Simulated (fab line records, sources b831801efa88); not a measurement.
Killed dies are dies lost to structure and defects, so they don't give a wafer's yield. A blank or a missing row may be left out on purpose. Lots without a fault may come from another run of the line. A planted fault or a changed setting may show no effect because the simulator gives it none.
Problem report in the 8D (eight disciplines) form, filled by code | flow gf180mcu | the parts of the form that need people (team, actions taken, sign-off) are left out

1. THE PROBLEM
time_to_endpoint_s at GF_V3_CMP_04 reads a mean of 23 s on 2 wafers of 1 lot; wafers without a fault read 80 s with a standard deviation of 4.9. That is -12 standard deviations from the usual mean.
The step: polishes SiO2.
First seen on wafer L491.1, day 23 15:34, on cmp-01. The record holds 39 wafers of 13 lots with a number at this step. Rule for "out", or "out of limits": more than 4 standard deviations from the usual mean. The other wafers with a number count as sound.

2. WHAT IT IS AND WHAT IT IS NOT
question                    | is                 | is not
which readings at this step | time_to_endpoint_s | edge_zone_pressure_frac, motor_current_A
which lots                  | L491               | L485, L486, L487, L488, L498, L500, L501, L502, L505, L506, L507, L508
which wafers of those lots  | L491.1, L491.6     | L491.4
read on which tools         | cmp-01             | cmp-02
when                        | from day 23 15:34  | up to then (13 sound wafers); but 24 sound wafers of L498, L500, L501, L502, L505, L506, L507, L508 came after

3. SUSPECTS, AND WHAT RULES EACH OUT
Counting: a tool at a process step up to the reading stays a suspect if it ran every lot that is out. Sound lots after the first of them don't rule it out here, since some wafers of a struck lot are sound.
- pvd_sputter-02 at GF_M3_SPUTTER_01 (material TiN, target thk 30 nm, time 25 s): kept. It ran the lot that is out, L491 (day 22 15:52); its last sound lot up to then is L486 (day 20 21:36).
- pecvd-01 at GF_V3_CVD_02 (deposits SiO2 from TEOS, target thk 850 nm, time 94.851 s): kept. It ran the lot that is out, L491 (day 23 15:26).
- cmp-01 at GF_V3_CMP_04 (polishes SiO2): kept. It ran the lot that is out, L491 (day 23 15:34); its last sound lot up to then is L488 (day 22 13:08). Its own readings are out on those wafers: time_to_endpoint_s.
- Within cmp-01 at GF_V3_CMP_04: the wafers that are out ran in chamber 0; their sound lot-mates ran in chamber 3.
Left after counting: pvd_sputter-02 at GF_M3_SPUTTER_01, pecvd-01 at GF_V3_CVD_02, cmp-01 at GF_V3_CMP_04.

4. THE CAUSE (what the simulator had put in)
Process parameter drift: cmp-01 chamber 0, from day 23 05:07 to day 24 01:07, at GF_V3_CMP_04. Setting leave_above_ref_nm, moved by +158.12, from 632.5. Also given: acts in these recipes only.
Counting left 3 suspects, and this tool is among them.

5. THE CHAIN OF EFFECTS, in route order
Each row: a reading whose mean over the struck wafers that have a number lies more than 3 standard deviations from the usual. Only readings for which the record gives a usual standard deviation are gone through. hours: the time from each lot's start at the first step in this table that gives one to its start at this step, as a median over the lots. sigmas: the change in usual standard deviations.
hours | step          | reading            | usual      | on struck wafers | change | sigmas
0     | GF_V3_CMP_04  | time_to_endpoint_s | 80 s       | 23               | -57    | -12
-     | GF_V3_ETCH_17 | oes_product_au     | 0.856 a.u. | 0.970            | +0.114 | +24
The process steps in it:
- GF_V3_CMP_04: polishes SiO2.
- GF_V3_ETCH_17: etches SiO2 in C4F8/O2/Ar, stops on TiN, target depth 635 nm.

6. WHAT WOULD HAVE CAUGHT IT SOONER
In this record the first reading out of limits was taken at day 23 15:34, 10 hours after the fault began at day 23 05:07.
